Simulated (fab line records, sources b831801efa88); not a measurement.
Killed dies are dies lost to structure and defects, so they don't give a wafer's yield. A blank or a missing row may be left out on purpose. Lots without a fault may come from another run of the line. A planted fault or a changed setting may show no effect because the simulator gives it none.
One fault seen from 2 desks | flow gf180mcu | each desk has only its own numbers; what lay behind them comes last

THE TOOL OWNER'S DESK: litho_track-04
The tool's own readings at GF_M4_PEB_12 (peb time 90 s): means of the sampled wafers that have a number, for each lot that ran on this tool. A lot is out of limits, marked OUT, if its mean lies more than 4 standard deviations from the usual mean; the brackets give that distance.
Columns: A = heater_power_total_W at GF_M4_PEB_12, usual 85.70 W
lot  | first seen here | A
L303 | day 24 03:14    | 85.69
L305 | day 24 23:01    | 85.76
L306 | day 25 08:49    | 85.74
L308 | day 25 21:53    | 85.81
L316 | day 28 13:25    | 91.23 (+67) OUT
L317 | day 28 22:20    | 91.30 (+68) OUT
This desk's finding: out of limits on L316, L317; first on L316, day 28 13:25 (heater_power_total_W at GF_M4_PEB_12). In limits: L303, L305, L306, L308.

THE METROLOGY DESK
What the gauges read, lot by lot, whatever tool the lot ran on: means of the sampled wafers that have a number. A lot is out of limits, marked OUT, if its mean lies more than 4 standard deviations from the usual mean; the brackets give that distance.
Columns: A = cd_nm at GF_V3_CD_MEAS_14, usual 259.9 nm; B = V3_W_RS at GF_V3_RS_MEAS_24, usual 0.323 ohm/sq; C = cd_nm at GF_M4_CD_MEAS_14, usual 280.0 nm; D = V4_CVD_02_THK at GF_V4_THK_MEAS_03, usual 852 nm
lot  | first seen here | A     | B     | C                | D
L301 | day 22 10:52    | 258.6 | 0.329 | 280.5            | 857
L302 | day 22 18:02    | 260.1 | 0.323 | 279.0            | 848
L303 | day 23 03:30    | 259.3 | 0.324 | 280.5            | 853
L304 | day 23 12:46    | 260.0 | 0.314 | 280.0            | 851
L305 | day 23 23:07    | 260.4 | 0.324 | 280.5            | 837
L306 | day 24 09:21    | 260.8 | 0.328 | 279.4            | 859
L307 | day 24 21:35    | 257.3 | 0.318 | 280.2            | 855
L308 | day 24 23:24    | 259.3 | 0.324 | 280.4            | 839
L316 | day 27 16:28    | 261.5 | 0.326 | 285.3 (+5.5) OUT | 856
L317 | day 28 02:30    | 260.3 | 0.324 | 286.5 (+6.7) OUT | 858
L318 | day 28 06:53    | 260.7 | 0.323 | 278.8            | 857
L320 | day 28 21:12    | 260.3 | 0.327 | 280.3            | 865
L321 | day 29 03:25    | 258.8 | 0.318 | 278.9            | 860
L322 | day 29 06:42    | 260.8 | 0.318 | 279.9            | 857
This desk's finding: out of limits on L316, L317; first on L316, day 28 13:45 (cd_nm at GF_M4_CD_MEAS_14). In limits: L301, L302, L303, L304, L305, L306, L307, L308, L318, L320, L321, L322.

PUT TOGETHER
The tool owner's desk could have raised an alarm at day 28 13:25, on L316, L317.
The metrology desk could have raised an alarm at day 28 13:45, on L316, L317.
Of the lots named, all ran GF_M4_PEB_12 on litho_track-04.

WHAT THE SIMULATOR HAD PUT IN
Process parameter drift: litho_track-04, from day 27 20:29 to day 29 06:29, at GF_M4_PEB_12. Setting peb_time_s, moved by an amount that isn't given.
Lots struck among those shown: L316, L317.
Hours from the fault's start to each desk's first reading out of limits: the tool owner's desk, 17; the metrology desk, 17.
